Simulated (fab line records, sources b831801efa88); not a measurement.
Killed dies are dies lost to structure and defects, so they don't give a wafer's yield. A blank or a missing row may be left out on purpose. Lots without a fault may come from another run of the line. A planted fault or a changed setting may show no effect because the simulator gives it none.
fab line records | flow sky130
record lots=12 wafers=36 last_day=50
route steps=708 shown METAL2@499 VIA2@530 METAL3@569 PAD_OPEN@708
lots that met no fault: from a run of the same line without faults
start_h: hours from the record's first day to the start of the lot's first wafer shown | wait_h: hours since the lot's step before | " the same as in the row above | L1.1+2: a row that stands for several wafers | - no value, or no start given | * or withheld: withheld | < > ~ a bound
route shown NAME@n: a module of which the file shows steps, and the number in the route of the first | usual: mean/standard deviation of fault-free wafers | same: alike in all rows | chamber/n: place in a boat | sites: the reading at each site | _std_site: their standard deviation | _edge_site: outer sites' mean less inner sites' | radius_mm: how far each site lies from the wafer's centre | mask NAME#n: copy n | behind: the tool/chamber that last shaped the wafer | hold: why the lot was held/for how many hours/how that ended | device: the transistor (n, p or np) that didn't switch | end of line: the same wafers' tests at the end of the route | a step without rows: its recipe alone | killed: dies lost to structure and defects at the first sort, not the wafer's yield | map: a wafer's dies, x killed, . not, _ none there
set.NAME: the setting as run; set.NAME@STEP: as run at that earlier step | model.NAME: the simulator's own value behind a step, which no gauge read
steps of the route over a sample of lots; a table a step, a row a wafer
services: from which hour (start_h, from the record's first day; less than 0 if before it) a tool's chamber was out of use, for how many hours, and why
## steps
# step SKY_METAL2_OVL_MEAS_16
# usual METAL2_OVL=-2/5.4
# columns lot.wafer tool chamber start_h wait_h METAL2_OVL[nm]
L318.3 overlay-01 - 824.06 0.1 -12
L318.5 " - " " -3
L318.6 " - " " -4
L321.1 overlay-02 - 851.59 0.1 5
L321.3 " - " " 1
L321.6 " - " " -6
L322.3 overlay-02 - 859.78 0.1 -7
L322.4 " - " " -6
L322.5 " - " " -14
L324.2 overlay-02 - 873.68 0.1 0
L324.3 " - " " 2
L324.6 " - " " -2
L325.3 overlay-02 - 882.01 0.1 -4
L325.5 " - " " -3
L325.6 " - " " -3
L326.1 overlay-02 - 888.19 0.1 -4
L326.4 " - " " 0
L326.6 " - " " 0
L327.4 overlay-01 - 894.79 0.1 -6
L327.5 " - " " -7
L327.6 " - " " -2
L334.1 overlay-02 - 948.07 0.1 2
L334.5 " - " " -1
L334.6 " - " " -5
L335.1 overlay-02 - 957.14 0.1 -5
L335.3 " - " " -1
L335.5 " - " " 3
L337.2 overlay-01 - 967.84 0.1 -1
L337.3 " - " " 1
L337.5 " - " " -4
L338.2 overlay-02 - 969.60 0.1 -16
L338.5 " - " " -9
L338.6 " - " " -8
L340.2 overlay-01 - 985.53 0.1 -5
L340.3 " - " " -2
L340.6 " - " " -7
# step SKY_METAL2_STRIP_20
# recipe chemistry=O2/N2 power_w=1400 pressure_mtorr=1500 platen_temp_c=withheld o2_flow_sccm=3000 n2_flow_sccm=300 overash_fraction=0.5
# usual chamber_pressure_mTorr=1500.0/1.5 drypump_motor_current_A=5.8/0.35 oes_product_au=0.343/0.0051 strip_time_to_endpoint_s=2.70/0.037
# columns lot.wafer tool chamber start_h wait_h chamber_pressure_mTorr drypump_motor_current_A oes_product_au rf_hours_counter_h strip_time_to_endpoint_s
L318.3 plasma_asher-04 0 824.30 0.1 1499.1 5.6 0.348 - 2.76
L318.5 " 0 " " 1500.5 5.6 0.346 - 2.74
L318.6 " 1 " " 1503.5 6.1 0.337 - 2.76
L321.1 plasma_asher-01 0 851.81 0.1 1500.7 5.4 0.352 106 2.72
L321.3 " 1 " " 1499.3 6.2 0.343 - 2.70
L321.6 " 1 " " 1501.2 6.2 0.348 - 2.73
L322.3 plasma_asher-04 0 860.03 0.1 1496.3 5.7 0.338 - 2.66
L322.4 " 1 " " 1503.6 6.1 0.345 - 2.66
L322.5 " 1 " " 1502.0 6.1 0.335 - 2.67
L324.2 plasma_asher-04 1 873.89 0.1 1497.5 6.2 0.338 13 2.67
L324.3 " 0 " " 1501.1 5.7 0.349 - 2.67
L324.6 " 0 " " 1501.2 5.7 0.347 - 2.67
L325.3 plasma_asher-02 1 882.26 0.1 1500.7 5.4 0.346 - 2.68
L325.5 " 0 " " 1500.8 5.3 0.341 - 2.68
L325.6 " 1 " " 1498.5 5.4 0.347 - 2.68
L326.1 plasma_asher-02 1 888.41 0.1 1500.0 5.4 0.346 43 2.74
L326.4 " 1 " " 1500.9 5.4 0.339 - 2.73
L326.6 " 0 " " 1499.5 5.3 0.337 - 2.71
L327.4 plasma_asher-04 1 895.03 0.1 1501.9 6.1 0.346 - 2.72
L327.5 " 0 " " 1501.4 5.6 0.335 - 2.71
L327.6 " 1 " " 1498.9 6.1 0.346 - 2.70
L334.1 plasma_asher-04 1 948.29 0.1 1498.1 6.2 0.346 22 2.75
L334.5 " 1 " " 1500.9 6.2 0.348 - 2.74
L334.6 " 0 " " 1500.6 5.7 0.341 - 2.72
L335.1 plasma_asher-01 1 957.36 0.1 1501.2 6.2 0.345 115 2.67
L335.3 " 1 " " 1498.8 6.2 0.339 - 2.63
L335.5 " 0 " " 1501.8 5.4 0.348 - 2.66
L337.2 plasma_asher-02 1 968.24 0.1 1501.6 5.4 0.347 52 2.65
L337.3 " 0 " " 1501.6 5.3 0.351 - 2.71
L337.5 " 1 " " 1501.4 5.4 0.349 - 2.66
L338.2 plasma_asher-01 0 969.82 0.1 1498.8 5.5 0.341 116 2.62
L338.5 " 0 " " 1500.9 5.5 0.337 - 2.67
L338.6 " 1 " " 1500.9 6.2 0.347 - 2.66
L340.2 plasma_asher-04 0 985.93 0.1 1502.6 5.7 0.347 25 2.70
L340.3 " 0 " " 1499.9 5.7 0.351 - 2.67
L340.6 " 0 " " 1499.6 5.7 0.341 - 2.67
# step SKY_VIA2_THK_MEAS_23
# recipe thk_meas_gauge=xrf reads=W_of_VIA2_CVD_21
# usual VIA2_W_THK=421/6.8
# columns lot.wafer tool chamber start_h wait_h VIA2_W_THK[nm]
L318.3 film_metro-01 - 852.89 0.1 425
L318.5 " - " " 432
L318.6 " - " " 430
L321.1 film_metro-03 - 879.99 0.1 423
L321.3 " - " " 424
L321.6 " - " " 432
L322.3 film_metro-02 - 887.95 0.1 420
L322.4 " - " " 416
L322.5 " - " " 430
L324.2 film_metro-02 - 900.95 0.1 423
L324.3 " - " " 418
L324.6 " - " " 419
L325.3 film_metro-02 - 910.06 0.1 423
L325.5 " - " " 427
L325.6 " - " " 424
L326.1 film_metro-01 - 915.34 0.1 419
L326.4 " - " " 420
L326.6 " - " " 423
L327.4 film_metro-03 - 922.19 0.1 421
L327.5 " - " " 414
L327.6 " - " " 420
L334.1 film_metro-01 - 975.34 0.1 427
L334.5 " - " " 419
L334.6 " - " " 423
L335.1 film_metro-01 - 983.28 0.1 418
L335.3 " - " " 422
L335.5 " - " " 426
L337.2 film_metro-01 - 994.49 0.1 430
L337.3 " - " " 429
L337.5 " - " " 430
L338.2 film_metro-02 - 995.10 0.1 415
L338.5 " - " " 417
L338.6 " - " " 415
L340.2 film_metro-03 - 1010.44 0.1 402
L340.3 " - " " 404
L340.6 " - " " 398
# step SKY_METAL3_STRIP_19
# recipe chemistry=O2/N2 power_w=1400 pressure_mtorr=1500 platen_temp_c=withheld o2_flow_sccm=3000 n2_flow_sccm=300 overash_fraction=0.5
# usual chamber_pressure_mTorr=1499.9/1.2 drypump_motor_current_A=5.8/0.34 oes_product_au=0.501/0.0061 strip_time_to_endpoint_s=6.50/0.067
# columns lot.wafer tool chamber start_h wait_h chamber_pressure_mTorr drypump_motor_current_A oes_product_au rf_hours_counter_h strip_time_to_endpoint_s
L318.3 plasma_asher-01 0 906.27 0.1 1500.4 5.5 0.497 - 6.49
L318.5 " 1 " " 1501.1 6.2 0.493 - 6.43
L318.6 " 0 " " 1499.4 5.5 0.494 - 6.47
L321.1 plasma_asher-04 0 931.61 0.1 1498.6 5.7 0.502 20 6.42
L321.3 " 0 " " 1497.8 5.7 0.496 - 6.43
L321.6 " 1 " " 1501.9 6.1 0.507 - 6.49
L322.3 plasma_asher-03 1 938.10 0.1 1498.1 5.3 0.504 - 6.50
L322.4 " 0 " " 1498.2 5.9 0.497 - 6.55
L322.5 " 0 " " 1501.2 5.9 0.508 - 6.49
L324.2 plasma_asher-03 1 951.64 0.1 1501.5 5.3 0.500 77 6.53
L324.3 " 1 " " 1498.8 5.3 0.520 - 6.48
L324.6 " 0 " " 1499.7 5.9 0.498 - 6.46
L325.3 plasma_asher-03 0 961.20 0.1 1499.4 5.9 0.503 - 6.60
L325.5 " 1 " " 1502.0 5.3 0.492 - 6.47
L325.6 " 0 " " 1501.9 5.9 0.521 - 6.63
L326.1 plasma_asher-03 0 965.94 0.1 - - - - -
L326.4 " 1 " " - - - - -
L326.6 " 0 " " - - - - -
L327.4 plasma_asher-03 1 971.64 0.1 - - - - -
L327.5 " 0 " " - - - - -
L327.6 " 1 " " - - - - -
L334.1 plasma_asher-03 1 1022.94 0.1 1500.6 5.2 0.507 84 6.58
L334.5 " 1 " " 1500.4 5.3 0.502 - 6.56
L334.6 " 0 " " 1500.0 5.9 0.499 - 6.61
L335.1 plasma_asher-03 1 1031.51 0.1 1499.5 5.3 0.501 85 6.48
L335.3 " 0 " " 1499.6 5.9 0.495 - 6.47
L335.5 " 0 " " 1501.3 5.9 0.498 - 6.50
L337.2 plasma_asher-03 1 1042.02 0.1 1501.4 5.3 0.502 86 6.49
L337.3 " 1 " " 1499.0 5.3 0.505 - 6.52
L337.5 " 0 " " 1501.2 5.9 0.498 - 6.50
L338.2 plasma_asher-01 1 1042.76 0.2 1501.4 6.2 0.500 124 6.51
L338.5 " 0 " " 1501.3 5.5 0.499 - 6.44
L338.6 " 1 " " 1499.4 6.2 0.495 - 6.52
L340.2 plasma_asher-04 0 1057.34 0.1 1502.1 5.7 0.502 32 6.49
L340.3 " 0 " " 1499.4 5.7 0.500 - 6.58
L340.6 " 1 " " 1502.3 6.1 0.496 - 6.54
# step SKY_PAD_OPEN_PROBE_99
# usual defect_limited_yield=82.8/1.8 killed_at_M0_to_M3=43/6.3 killed_at_M4_up=3.1/1.9 killed_at_contacts=24/5.1 killed_at_front_end=14/4.3 killed_at_other=0.3/0.53 killed_dies=85/8.8 killed_on_rim=17/3.9 killed_open=46/7.1 killed_short=38/5.9 sort_bin_3_pad_short=0.8/0.41 sort_bin_5_function=10.4/1.5 sort_bin_6_memory=6.1/1.1 sort_n_pass=407/8.8 sort_yield_pct=82.8/1.8
# same gross_dies=492 killed_at_back_side=0 sort_bin_4_leakage[%]=0 sort_bin_8_speed[%]=0
# columns lot.wafer tool chamber start_h wait_h defect_limited_yield[%] killed_at_M0_to_M3 killed_at_M4_up killed_at_contacts killed_at_front_end killed_at_other killed_dies killed_on_rim killed_open killed_short sort_bin_3_pad_short[%] sort_bin_5_function[%] sort_bin_6_memory[%] sort_n_pass sort_yield_pct[%]
L318.3 prober-02 - 1078.88 0.2 82.7 47 5 20 13 0 85 26 51 34 0.2 10.4 6.7 407 82.7
L318.5 prober-02 - 1078.98 0.2 84.6 32 4 26 14 0 76 22 42 34 0.4 9.1 5.9 416 84.6
L318.6 prober-02 - 1079.03 0.2 84.1 38 3 24 12 1 78 11 37 41 0.8 9.8 5.3 414 84.1
L321.1 prober-01 - 1100.68 0.1 81.3 37 5 29 21 0 92 19 52 40 0.2 12.4 6.1 400 81.3
L321.3 prober-01 - 1100.78 0.2 85.0 41 7 18 8 0 74 13 36 38 1.4 10.2 3.5 418 85.0
L321.6 prober-01 - 1100.93 0.2 83.7 39 0 26 15 0 80 18 37 43 0.8 10.2 5.3 412 83.7
L322.3 prober-02 - 1105.66 0.2 81.7 42 2 33 13 0 90 15 47 43 1.0 11.0 6.3 402 81.7
L322.4 prober-02 - 1105.71 0.2 82.5 51 1 20 14 0 86 17 47 39 0.6 8.9 7.9 406 82.5
L322.5 prober-02 - 1105.76 0.2 80.9 50 1 30 13 0 94 19 47 47 0.8 10.6 7.7 398 80.9
L325.3 prober-01 - 1124.88 0.2 83.3 43 1 22 15 1 82 17 43 39 0.8 8.9 6.9 410 83.3
L325.5 prober-01 - 1124.98 0.2 85.0 39 5 23 7 0 74 15 48 26 0.4 8.9 5.7 418 85.0
L325.6 prober-01 - 1125.03 0.2 80.5 46 1 31 18 0 96 14 58 38 0.8 13.2 5.5 396 80.5
L326.1 prober-02 - 1127.54 0.1 0 452 4 26 10 0 492 96 52 42 0.8 92.7 6.5 0 0
L326.4 prober-02 - 1127.69 0.2 0 461 3 13 15 0 492 96 48 33 0.8 92.9 6.3 0 0
L326.6 prober-02 - 1127.79 0.2 0 438 3 32 18 1 492 96 46 50 0.8 93.3 5.9 0 0
L327.4 prober-01 - 1132.72 0.2 0 456 3 26 7 0 492 96 53 38 0.4 95.3 4.3 0 0
L327.5 prober-01 - 1132.77 0.2 0 463 1 22 6 0 492 96 53 28 0.6 93.7 5.7 0 0
L327.6 prober-01 - 1132.82 0.2 0 440 0 31 21 0 492 96 55 41 0.8 92.1 7.1 0 0
L335.1 prober-01 - 1179.32 0.1 85.6 44 4 13 10 0 71 12 36 35 1.0 7.9 5.5 421 85.6
L335.3 prober-01 - 1179.42 0.2 82.9 40 3 25 16 0 84 27 40 44 0.2 8.9 7.9 408 82.9
L335.5 prober-01 - 1179.52 0.2 84.3 33 3 24 17 0 77 14 45 32 0.8 10.2 4.7 415 84.3
L337.2 prober-01 - 1186.45 0.1 84.8 28 10 23 14 0 75 12 35 39 0.4 10.4 4.5 417 84.8
L337.3 prober-01 - 1186.50 0.2 80.7 51 2 25 17 0 95 10 54 40 0.6 13.6 5.1 397 80.7
L337.5 prober-01 - 1186.60 0.2 80.3 55 3 24 14 1 97 19 52 44 0.8 10.2 8.7 395 80.3
# killed by level:class
L318.3 VIA1:geometric_particle:open=13 VIA3:geometric_particle:open=10 LI_CONTACT:geometric_particle:open=8 METAL2:geometric_particle:short=5 CONTACT:geometric_particle:open=5 VIA3:geometric_particle:short=5 FIELD_ISO:geometric_particle:short=4 POLY_GATE:geometric_particle:open=4
L318.5 CONTACT:geometric_particle:open=9 VIA1:geometric_particle:open=9 LI_CONTACT:geometric_particle:open=7 VIA2:geometric_particle:open=5 METAL2:geometric_particle:short=5 FIELD_ISO:geometric_particle:short=4 FIELD_ISO:geometric_particle:open=4 LI_CONTACT:geometric_particle:short=3
L318.6 VIA1:geometric_particle:open=13 CONTACT:geometric_particle:open=7 CONTACT:geometric_particle:short=7 LI_CONTACT:geometric_particle:open=6 POLY_GATE:geometric_particle:short=5 METAL2:geometric_particle:short=5 FIELD_ISO:geometric_particle:short=4 VIA2:geometric_particle:short=4
L321.1 VIA1:geometric_particle:open=9 LI_CONTACT:geometric_particle:open=8 CONTACT:geometric_particle:open=8 VIA3:geometric_particle:open=7 CONTACT:geometric_particle:short=6 POLY_GATE:geometric_particle:open=5 POLY_GATE:geometric_particle:short=5 METAL3:geometric_particle:short=5
L321.3 VIA3:geometric_particle:open=7 VIA2:geometric_particle:open=6 METAL4:geometric_particle:short=6 METAL1:geometric_particle:short=5 VIA1:geometric_particle:open=5 VIA2:geometric_particle:short=4 CONTACT:geometric_particle:open=4 LI_CONTACT:geometric_particle:open=4
L321.6 CONTACT:geometric_particle:short=6 METAL1:geometric_particle:short=6 VIA3:geometric_particle:short=6 LOCAL_INTERCONNECT:geometric_particle:short=5 METAL2:geometric_particle:short=5 VIA2:geometric_particle:open=5 VIA3:geometric_particle:open=5 LI_CONTACT:geometric_particle:short=4
L322.3 CONTACT:geometric_particle:open=10 LI_CONTACT:geometric_particle:open=9 METAL1:geometric_particle:short=8 CONTACT:geometric_particle:short=6 VIA1:geometric_particle:short=6 VIA2:geometric_particle:open=6 VIA3:geometric_particle:open=6 LOCAL_INTERCONNECT:geometric_particle:short=5
L322.4 CONTACT:geometric_particle:open=9 VIA3:geometric_particle:open=9 VIA2:geometric_particle:open=9 VIA1:geometric_particle:open=8 METAL2:geometric_particle:short=7 METAL1:geometric_particle:short=5 METAL3:geometric_particle:short=5 CONTACT:geometric_particle:short=4
L322.5 VIA1:geometric_particle:open=11 LI_CONTACT:geometric_particle:open=9 CONTACT:geometric_particle:open=8 METAL2:geometric_particle:short=7 LOCAL_INTERCONNECT:geometric_particle:short=6 METAL1:geometric_particle:short=6 VIA2:geometric_particle:short=6 VIA3:geometric_particle:open=6
L325.3 VIA1:geometric_particle:open=11 CONTACT:geometric_particle:open=8 METAL1:geometric_particle:short=7 VIA3:geometric_particle:open=7 POLY_GATE:geometric_particle:short=6 LI_CONTACT:geometric_particle:open=6 POLY_GATE:geometric_particle:open=5 LI_CONTACT:geometric_particle:short=5
L325.5 VIA1:geometric_particle:open=12 CONTACT:geometric_particle:open=9 CONTACT:geometric_particle:short=7 VIA2:geometric_particle:open=6 VIA3:geometric_particle:open=6 LI_CONTACT:geometric_particle:open=5 METAL2:geometric_particle:short=5 METAL4:geometric_particle:short=4
L325.6 CONTACT:geometric_particle:open=16 VIA3:geometric_particle:open=8 POLY_GATE:geometric_particle:open=7 VIA1:geometric_particle:open=7 VIA2:geometric_particle:open=7 CONTACT:geometric_particle:short=6 METAL1:geometric_particle:short=6 LI_CONTACT:geometric_particle:open=5
L326.1 VIA3:area_hdpcvd=398 VIA1:geometric_particle:open=13 CONTACT:geometric_particle:open=11 METAL1:geometric_particle:short=9 METAL2:geometric_particle:short=9 VIA2:geometric_particle:open=8 FIELD_ISO:geometric_particle:open=5 LOCAL_INTERCONNECT:geometric_particle:short=5
L326.4 VIA3:area_hdpcvd=410 VIA1:geometric_particle:open=13 VIA1:geometric_particle:short=8 CONTACT:geometric_particle:open=8 VIA2:geometric_particle:open=6 METAL1:geometric_particle:short=6 FIELD_ISO:geometric_particle:open=5 VIA2:geometric_particle:short=5
L326.6 VIA3:area_hdpcvd=396 LI_CONTACT:geometric_particle:open=10 CONTACT:geometric_particle:open=10 METAL1:geometric_particle:short=10 VIA1:geometric_particle:open=8 VIA3:geometric_particle:open=7 POLY_GATE:geometric_particle:short=6 LOCAL_INTERCONNECT:geometric_particle:short=6
L327.4 VIA3:area_hdpcvd=401 VIA1:geometric_particle:open=12 CONTACT:geometric_particle:open=11 VIA3:geometric_particle:open=10 CONTACT:geometric_particle:short=7 VIA1:geometric_particle:short=7 LI_CONTACT:geometric_particle:open=5 METAL1:geometric_particle:short=5
L327.5 VIA3:area_hdpcvd=411 VIA1:geometric_particle:open=15 CONTACT:geometric_particle:open=12 VIA2:geometric_particle:open=10 VIA3:geometric_particle:open=6 METAL2:geometric_particle:short=5 VIA3:geometric_particle:short=5 LI_CONTACT:geometric_particle:open=3
L327.6 VIA3:area_hdpcvd=396 CONTACT:geometric_particle:open=14 VIA2:geometric_particle:open=10 CONTACT:geometric_particle:short=9 FIELD_ISO:geometric_particle:short=7 VIA3:geometric_particle:open=7 METAL2:geometric_particle:short=7 VIA1:geometric_particle:open=5
L335.1 VIA1:geometric_particle:open=7 METAL2:geometric_particle:short=7 METAL1:geometric_particle:short=7 VIA1:geometric_particle:short=5 VIA3:geometric_particle:open=5 LOCAL_INTERCONNECT:geometric_particle:short=4 FIELD_ISO:geometric_particle:open=3 LI_CONTACT:geometric_particle:open=3
L335.3 CONTACT:geometric_particle:open=9 FIELD_ISO:geometric_particle:short=7 VIA1:geometric_particle:open=7 LI_CONTACT:geometric_particle:open=7 VIA1:geometric_particle:short=7 VIA3:geometric_particle:open=6 POLY_GATE:geometric_particle:short=5 VIA2:geometric_particle:open=5
L335.5 CONTACT:geometric_particle:open=11 VIA2:geometric_particle:open=7 VIA1:geometric_particle:open=6 FIELD_ISO:geometric_particle:open=4 FIELD_ISO:geometric_particle:short=4 LI_CONTACT:geometric_particle:open=4 VIA3:geometric_particle:open=4 METAL2:geometric_particle:short=4
L337.2 CONTACT:geometric_particle:open=12 METAL4:geometric_particle:short=8 VIA1:geometric_particle:short=6 POLY_GATE:geometric_particle:open=4 CONTACT:geometric_particle:short=4 VIA1:geometric_particle:open=4 VIA2:geometric_particle:open=4 VIA3:geometric_particle:short=4
L337.3 METAL1:geometric_particle:short=11 LI_CONTACT:geometric_particle:open=11 CONTACT:geometric_particle:open=10 VIA1:geometric_particle:open=9 VIA2:geometric_particle:open=6 FIELD_ISO:geometric_particle:short=5 VIA3:geometric_particle:open=5 VIA3:geometric_particle:short=5
L337.5 VIA1:geometric_particle:open=10 VIA3:geometric_particle:open=9 VIA1:geometric_particle:short=9 LI_CONTACT:geometric_particle:open=7 VIA2:geometric_particle:open=7 FIELD_ISO:geometric_particle:open=6 CONTACT:geometric_particle:short=5 METAL1:geometric_particle:short=5
## services
# columns tool chamber start_h hours kind
plasma_asher-01 - 869.31 4.2 repair
plasma_asher-03 - 877.48 1.0 repair
plasma_asher-03 - 907.12 14.6 pm
plasma_asher-01 - 917.81 11.4 repair
plasma_asher-03 - 922.11 4.3 repair
plasma_asher-02 - 931.53 2.7 repair
plasma_asher-02 - 935.02 3.1 repair
plasma_asher-03 - 950.70 0.7 repair
plasma_asher-04 - 953.76 2.8 pm
plasma_asher-01 - 961.07 1.9 repair
plasma_asher-02 - 994.19 0.8 repair
plasma_asher-01 - 1055.25 9.0 pm
plasma_asher-01 0 1055.25 9.0 vent_cycle
plasma_asher-01 1 1055.25 9.0 vent_cycle
## key
first_sign step=SKY_METAL3_STRIP_19 reading=tool_record direction=missing
effect step=SKY_PAD_OPEN_PROBE_99 reading=killed_at_M0_to_M3 direction=up sigmas=65 usual=43 struck=452
more_kills_born_at SKY_VIA3_HDPCVD_00@hdpcvd-01=2412
met_at SKY_METAL3_STRIP_19
struck_lots L326,L327
later_rows_left_out L326.1,L326.4,L326.6,L327.4,L327.5,L327.6
not_acting_at SKY_METAL2_OVL_MEAS_16,SKY_METAL2_STRIP_20,SKY_VIA2_THK_MEAS_23
onset_between 961.20 965.94
fault kind=skipped_step_whole tool=plasma_asher-03 chamber=- onset_h=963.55 steps=SKY_METAL3_STRIP_19 scope=struck_lots_only
# later_rows_left_out: the simulator's readings of these wafers behind a module that went badly wrong aren't trusted and aren't shown, but for the sort
